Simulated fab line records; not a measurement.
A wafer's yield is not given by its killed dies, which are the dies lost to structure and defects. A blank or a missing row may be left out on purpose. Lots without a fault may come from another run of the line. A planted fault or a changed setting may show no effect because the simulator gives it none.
Comparing a struck lot with a sound one    flow gf180mcu    29 steps out of a route of 602
Sound: these wafers, L996.1, L996.2, L996.6. The struck wafers were L111.1, L111.3, L111.4. The cause is given at the end.
Per side, at each step with rows, come the tool, then ch with its chambers, and then its first start. Under that, the readings that differ: sound wafers    struck wafers    difference of the means    sigmas: that difference in standard deviations of wafers without a fault.
alike: a reading whose means differ by less than 2 such deviations, as well as words and numbers matching on both sides. not compared: withheld readings; readings where some wafer has no value; bounds like >300 that might hide an equal value; numbers whose values overlap and for which the record gives no deviation.
A row with sigmas, a row that says differs or no value, or rows on one side alone: a step with any of these is where the two part. When numbers do not overlap yet have no deviation, they are printed without sigmas and do not part them. Lack of a reading on every wafer of one side parts them only where that side has two or more wafers.

GF_SAB_STRIP_13: strips in O2/N2.
  sound on plasma asher-01 ch 0,1, day 17 08:50; struck on plasma asher-04 ch 0,1, day 22 19:04
  alike: drypump motor current A, heater power w, oes product au, strip time to endpoint s
  not compared: rf hours counter h
then, 4 steps without rows for these wafers: GF_SALICIDE_CLEAN_00 (cleans in SC1/SC2, time 150 s); GF_SALICIDE_WET_ETCH_01 (etches SiO2 in dHF, target depth 5 nm, time 100 s); GF_SALICIDE_SPUTTER_02 (material Co, target thk 10 nm, time 20 s); GF_SALICIDE_SPUTTER_03 (material TiN, target thk 20 nm, time 16.7 s).
GF_SALICIDE_RS_MEAS_04: measures by four-point-probe.
  sound on film metro-04 at day 17 09:04; struck on film metro-02 at day 22 19:20
  alike: SALICIDE_TIN_RS
GF_SALICIDE_THK_MEAS_05: measures by xrf.
  sound on film metro-04 at day 17 09:11; struck on film metro-02 at day 22 19:28
  alike: SALICIDE_TIN_THK
then, 2 steps without rows for these wafers: GF_SALICIDE_RTA_06 (time 30 s); GF_SALICIDE_WET_ETCH_07 (etches the open film in SPM, target depth 120 nm).
GF_SALICIDE_RTA_08: time 30 s.
  sound on rtp anneal-02 ch 0, day 17 09:26; struck on rtp anneal-01 ch 0, day 22 19:43
reading             sound           struck          difference  sigmas
lamp power pct (%)  19.0 19.0 19.0  16.8 16.8 16.9  -2.2        -2
  alike: wafer_temp_C_max
then, 1 step without rows for these wafers: GF_CONTACT_CVD_00 (deposits SiO2, target thk 300 nm, time 50 s).
GF_CONTACT_THK_MEAS_01:
  sound on film metro-04 at day 17 09:35; struck on film metro-01 at day 22 19:52
  alike: CONTACT_CVD_00_THK
GF_CONTACT_CVD_02: deposits SiO2 from TEOS, target thk 860 nm, time 95.992 s.
  sound on pecvd-04 ch 0,1, day 17 09:38; struck on pecvd-02 ch 0,1,2, day 22 19:55
  no value came back on the struck wafers for heater power outer w (W), heater power w (W); on the sound wafers heater power outer w (W) reads 379 318 420
GF_CONTACT_CMP_04: polishes SiO2.
  sound on cmp-01 ch 1,2,3, day 17 09:55; struck on cmp-02 ch 1,2,3, day 22 20:03
reading                 sound        struck  difference                     sigmas
time to endpoint s (s)  116 113 120  - - -   no value on the struck wafers  
  alike: motor current A, platen rpm
GF_CONTACT_BOW_MEAS_05:
  sound on film metro-04 at day 17 10:07; struck on film metro-02 at day 22 20:21
  alike: CONTACT_BOW
then, 8 steps without rows for these wafers: GF_CONTACT_DEHYDRATE_06 (time 60 s); GF_CONTACT_HMDS_07 (prime time 60 s); GF_CONTACT_COAT_08; GF_CONTACT_COAT_09 (resist thk 1000 nm); GF_CONTACT_SOFTBAKE_10 (time 60 s); GF_CONTACT_EXPOSE_11 (exposes mask Contact, target cd 220 nm); GF_CONTACT_PEB_12 (peb time 90 s); GF_CONTACT_DEVELOP_13 (develop time 60 s).
GF_CONTACT_CD_MEAS_14: the cd target is 220 nm.
  sound on cd sem-01 at day 18 09:38; struck on cd sem-02 at day 23 18:31
reading     sound              struck             difference  sigmas
cd nm (nm)  222.7 222.1 222.2  218.1 217.1 217.7  -4.7        -3
GF_CONTACT_OVL_MEAS_15:
  sound on overlay-01 at day 18 09:45; struck on overlay-01 at day 23 18:38
  alike: CONTACT_OVL
GF_CONTACT_ETCH_16: etches BARC in N2/H2.
  sound on rie diel-04 ch 1,2, day 18 09:47; struck on rie diel-01 ch 1,2,3, day 23 18:40
  alike: drypump motor current A, oes product au, throttle valve pct
GF_CONTACT_ETCH_17: etches SiO2 in C4F8/O2/Ar, stops on CoSi2, target depth 860 nm.
  sound: rie diel-04 ch 1,2; struck: rie diel-01 ch 1,2,3
reading                              sound              struck             difference  sigmas
oes product au (a.u.)                0.816 0.817 0.813  0.535 0.533 0.528  -0.283      -64
model.etch.depth nm (nm)             863.4 858.5 856    295.8 299.2 300    -561.0      
model.CONTACT.feature depth nm (nm)  863.4 858.5 856    295.8 299.2 300    -561.0      
GF_CONTACT_STRIP_18: strips in O2/N2.
  sound on plasma asher-03 ch 0,1, day 18 09:57; struck on plasma asher-04 ch 0,1, day 23 18:50
  alike: drypump motor current A, heater power w, oes product au
  not compared: rf hours counter h
-- the record jumps here: 11 days lie between the struck wafers' starts before and after (it left off in module CONTACT and takes up again in module PASSIVATION, whose first step shown is number 602 of the route) --
GF_PASSIVATION_PROBE_99:
  record: rows for the struck wafers here (prober-02, day 34 17:11), none for the sound ones

== WHERE THEY PART ==
First at GF_SALICIDE_RTA_08; last, within this record, at GF_PASSIVATION_PROBE_99.

WHY: whatever the simulator had introduced
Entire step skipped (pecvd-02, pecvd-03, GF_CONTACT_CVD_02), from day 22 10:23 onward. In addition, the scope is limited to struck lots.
